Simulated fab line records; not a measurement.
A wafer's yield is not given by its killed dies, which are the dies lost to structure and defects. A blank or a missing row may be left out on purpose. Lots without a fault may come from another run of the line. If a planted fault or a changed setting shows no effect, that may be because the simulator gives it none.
Which tool is to blame?	flow sky130	Sampling: 11 lots, 33 wafers, 3 of 708 route steps

## WHAT THE GAUGES SHOWED, per wafer
SKY_SONOS_ONO_OVL_MEAS_14.
lot	measured	on	SONOS_ONO_OVL (nm)
L724	day 12 06:55	overlay-01	0.0 1.7 3.0
L725	day 12 11:17	overlay-01	-1.0 -1.6 -1.0
L727	day 13 03:55	overlay-02	0.1 0.5 0.4
L728	day 13 11:57	overlay-02	0.1 -1.2 1.1
L731	day 14 17:25	overlay-01	-2.7 -1.4 -1.7
L734	day 15 18:54	overlay-01	-0.6 1.1 0.1
L735	day 16 06:13	overlay-01	0.5 -1.3 -0.6
L737	day 16 21:24	overlay-02	0.2 -1.0 -1.0
L738	day 17 12:26	overlay-01	0.5 -0.3 -0.3
L743	day 20 21:30	overlay-01	0.2 1.4 1.5
L747	day 21 01:24	overlay-01	0.6 0.5 1.6

SKY_POLY_GATE_THK_MEAS_01.
lot	measured	on	POLY_GATE_CVD_00_THK (nm)
L724	day 13 13:36	film_metro-04	181.3 182.1 181.6
L725	day 13 17:58	film_metro-02	182.5 182.7 183.3
L727	day 14 10:56	film_metro-04	179.4 179.0 179.1
L728	day 14 20:36	film_metro-01	179.7 180.3 179.8
L731	day 16 03:14	film_metro-02	179.9 181.1 181.6
L734	day 17 05:34	film_metro-01	181.7 181.7 182.3
L735	day 17 19:39	film_metro-02	180.6 183.2 181.8
L737	day 18 07:55	film_metro-02	160.2 161.0 162.8
L738	day 18 23:39	film_metro-04	161.4 162.5 161.4
L743	day 22 09:04	film_metro-02	179.8 178.8 179.6
L747	day 22 13:04	film_metro-01	179.6 179.4 179.6

## TOOL THAT RAN EACH LOT (tool first, then ch and the chambers of the sampled wafers, then the start)
lot	SKY_POLY_GATE_CVD_00
L724	lpcvd-01 ch 1, day 13 12:24
L725	lpcvd-01 ch 1, day 13 16:44
L727	lpcvd-01 ch 1, day 14 09:43
L728	lpcvd-01 ch 0, day 14 19:24
L731	lpcvd-01 ch 1, day 16 02:01
L734	lpcvd-01 ch 1, day 17 04:22
L735	lpcvd-01 ch 0, day 17 18:26
L737	lpcvd-01 ch 0, day 18 06:43
L738	lpcvd-01 ch 0, day 18 22:25
L743	lpcvd-01 ch 1, day 22 07:52
L747	lpcvd-01 ch 1, day 22 11:52
- SKY_POLY_GATE_CVD_00: deposits poly-Si, target thk 180 nm, time 720 s.

## WHAT THE TOOLS THEMSELVES READ (means of the sampled wafers that have a number; where no wafer has one, the mark that the record gives instead)
SKY_POLY_GATE_CVD_00.
lot	tool	zone_power_top_pct (%)
L724	lpcvd-01	18.7
L725	lpcvd-01	18.7
L727	lpcvd-01	18.5
L728	lpcvd-01	19.8
L731	lpcvd-01	18.9
L734	lpcvd-01	18.7
L735	lpcvd-01	20.2
L737	lpcvd-01	19.9
L738	lpcvd-01	19.9
L743	lpcvd-01	18.5
L747	lpcvd-01	18.8

## THE ANSWER, worked out from the rows above alone
Rule: the lots themselves supply what counts as usual. Put in order of their means at a reading, lots are off if they are a third of the lots or fewer, leave a main group of 4 or more, and stand apart from it by a gap of 3 or more times the standard deviation of the main group's means; of several such gaps the widest counts. The tables above print the reading to a certain number of digits; a main group whose means all agree to those digits is not used. A lot without any number at a reading at which 4 lots or more have one is off too. Where the step has rows for the other lots, those lots are counted as sound. After the gauges, taken in route order, come the tools' own readings; for these a lot's mean is taken, as printed above. At the first step where some lot is off, the reading lying furthest off is the one used; lots without a number count as furthest.
Off: L737, L738, seen at SKY_POLY_GATE_THK_MEAS_01 (POLY_GATE_CVD_00_THK). The main group has a mean of 180.8 nm with a standard deviation of 1.3.
A tool fits if, at a process step before that reading, it ran every lot that is off, and no sound lot after the first of them. Gauges at SKY_POLY_GATE_THK_MEAS_01: tried the same way as those tools. Of those tried, none fits.

## WHAT THE SIMULATOR HAD INSERTED
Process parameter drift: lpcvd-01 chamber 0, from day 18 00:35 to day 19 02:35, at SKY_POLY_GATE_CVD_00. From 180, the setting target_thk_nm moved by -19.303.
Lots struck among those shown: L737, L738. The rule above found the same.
